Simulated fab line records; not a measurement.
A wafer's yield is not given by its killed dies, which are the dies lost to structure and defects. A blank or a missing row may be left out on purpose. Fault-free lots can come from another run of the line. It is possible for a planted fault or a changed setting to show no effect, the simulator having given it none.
Code-filled problem report in 8D (eight disciplines) form / flow sky130 / the parts of the form that need people (team, actions taken, sign-off) are left out

## 1. PROBLEM STATEMENT
At SKY_SONOS_ONO_ETCH_15, bias w averages 190.0 W over 6 wafers from 2 lots, while fault-free wafers read 200.0 W, standard deviation 0.55. Relative to the usual mean, that is a shift of -18 standard deviations.
The step: etches the open film in CHF3/O2, target depth 19.52 nm, time 7.8 s.
First seen on wafer L351.2, day 17 07:32, on rie diel-04. At this step, 36 wafers from 12 lots have a number in the record. By rule, "out" or "out of limits" means more than 4 standard deviations away from the usual mean. The rest of the wafers with a number are treated as sound.

## 2. WHAT IT IS AND WHAT IT IS NOT
question=which readings at this step | is=bias w | is not=O2_flow_sccm, drypump motor current A
question=which lots | is=L351, L353 | is not=L337, L338, L339, L340, L341, L344, L347, L355, L359, L360
question=which wafers of those lots | is=all that have a number | is not=-
question=read on which tools | is=rie diel-04 | is not=rie diel-01, rie diel-03
question=when | is=from day 17 07:32 | is not=up to then (21 sound wafers); but 9 sound wafers of L355, L359, L360 came after

## 3. WHAT RULES OUT EACH SUSPECT
Counting: any tool at a process step up to the reading is kept as a suspect provided that every lot that is out went through it and no sound lot did after the first of them.
- rie diel-04 at SKY_SONOS_ONO_ETCH_15 (etches the open film in CHF3/O2, target depth 19.52 nm, time 7.8 s): ruled out as a lasting fault. Sound lots L359 ran on it after its first lot that is out, L351 (day 17 07:32).
Left after counting: nothing in the record.

## 4. THE CAUSE (what the simulator had put in)
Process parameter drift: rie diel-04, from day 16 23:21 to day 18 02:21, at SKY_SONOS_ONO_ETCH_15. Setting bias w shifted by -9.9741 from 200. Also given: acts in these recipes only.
Counting ruled it out, wrongly.

## 5. THE EFFECT CHAIN, in route order
Rows list readings where the struck wafers' mean (over those with a number) sits beyond 3 standard deviations from the usual. Readings are gone through only where the record gives a usual standard deviation; hours: the median, over the lots, of the time from a lot's start at the first step in this table giving one to that lot's start at this step; sigmas: the change measured in usual standard deviations.
hours=0; step=SKY_SONOS_ONO_ETCH_15; reading=bias w; usual=200.0 W; on struck wafers=190.0; change=-10.0; sigmas=-18
It contains these process steps:
- SKY_SONOS_ONO_ETCH_15: etches the open film in CHF3/O2, target depth 19.52 nm, time 7.8 s.
Later steps that measure or inspect, where all struck wafers having a row at the step show a number for every such reading and not one has moved that far: SKY_LDD_LDN_OVL_MEAS_07.

## 6. WHAT WOULD HAVE CAUGHT IT SOONER
The fault began at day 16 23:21; the first out-of-limits reading in this record came at day 17 07:32, 8 hours later.
